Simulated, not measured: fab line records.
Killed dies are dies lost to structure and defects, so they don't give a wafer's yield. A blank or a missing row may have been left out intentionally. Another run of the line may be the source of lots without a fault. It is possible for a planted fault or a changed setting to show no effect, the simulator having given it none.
Struck lot and sound lot, side by side + flow gf180mcu + 17 out of 602 route steps
Sound: wafers L549.1, L549.2, L549.5. Wafers L557.1, L557.3, L557.6 were the ones struck. At the end, the cause is stated.
At each step with rows: each side's tool, then ch and its chambers, then its first start. Under that, the readings that differ: sound wafers + struck wafers + difference of the means + sigmas: that difference in standard deviations of wafers without a fault.
alike: readings with means less than 2 such deviations apart, plus words and numbers identical on both sides. not compared: withheld readings, readings lacking a value on some wafer, bounds such as >300 that could conceal the same value, and numbers that have no deviation in the record and whose values overlap.
Wherever a step has rows on one side only, a row that says differs or no value, or a row with sigmas, the two part there. Numbers that don't overlap but have no deviation are shown without sigmas and don't part them. A reading missing from all wafers of one side parts the sides only when that side holds two or more wafers.

first, 3 steps without rows for these wafers: GF_NWELL_EXPOSE_04 (exposes mask Nwell, target cd 860 nm); GF_NWELL_PEB_05; GF_NWELL_DEVELOP_06 (develop time 60 s).
GF_NWELL_OVL_MEAS_07:
  struck on overlay-01, day 6 12:30; sound on overlay-01, day 4 14:45
| reading        | sound         | struck         | difference | sigmas |
|----------------|---------------|----------------|------------|--------|
| NWELL_OVL (nm) | -1.3 -0.2 0.3 | -4.5 -4.3 -1.7 | -3.1       | -2     |
then, 2 steps without rows for these wafers: GF_NWELL_IMPLANT_08; GF_NWELL_IMPLANT_09.
GF_NWELL_STRIP_10: strips in O2/N2.
  sound on plasmaAsher-01 ch 0,1, day 4 15:05; struck on plasmaAsher-01 ch 0, day 6 12:50
  alike: drypumpMotorCurrentA, heaterPowerW, oesProductAu, stripTimeToEndpointS
  not compared: rfHoursCounterH
GF_NWELL_TW_MEAS_11:
  struck on filmMetro-02, day 6 12:56; sound on filmMetro-01, day 4 15:11
| reading  | sound          | struck         | difference | sigmas |
|----------|----------------|----------------|------------|--------|
| NWELL_TW | 1539 1550 1547 | 1598 1602 1604 | +56        | +2     |
then, 4 steps without rows for these wafers: GF_LVPWELL_DEHYDRATE_00 (time 60 s); GF_LVPWELL_HMDS_01 (prime time 60 s); GF_LVPWELL_COAT_02 (resist thk 3000 nm); GF_LVPWELL_SOFTBAKE_03.
GF_LVPWELL_EXPOSE_04: exposes mask LVPWELL, target cd 600 nm.
  sound on ilineStepper-01 ch 0, day 4 22:29; struck on ilineStepper-02 ch 0, day 6 21:03
| reading                       | sound                | struck            | difference | sigmas |
|-------------------------------|----------------------|-------------------|------------|--------|
| model.LVPWELL.overlayXNm (nm) | -1.878 -1.878 -1.878 | 213.6 213.6 213.6 | +215.5     |        |
  alike: mask
then, 2 steps without rows for these wafers: GF_LVPWELL_PEB_05; GF_LVPWELL_DEVELOP_06 (develop time 60 s).
GF_LVPWELL_OVL_MEAS_07:
  struck on overlay-02, day 7 04:54; sound on overlay-01, day 5 05:06
| reading          | sound          | struck            | difference | sigmas      |
|------------------|----------------|-------------------|------------|-------------|
| LVPWELL_OVL (nm) | -2.6 -1.3 -1.4 | 213.7 213.4 211.9 | +214.8     | +99 or more |
  not compared: hold
following that, these wafers have no rows for 1 step: GF_PASSIVATION_PROBE_99.

WHERE THEY PART
Last at GF_LVPWELL_OVL_MEAS_07 as far as this record goes, first at GF_NWELL_OVL_MEAS_07.

WHY: what the simulator had put in
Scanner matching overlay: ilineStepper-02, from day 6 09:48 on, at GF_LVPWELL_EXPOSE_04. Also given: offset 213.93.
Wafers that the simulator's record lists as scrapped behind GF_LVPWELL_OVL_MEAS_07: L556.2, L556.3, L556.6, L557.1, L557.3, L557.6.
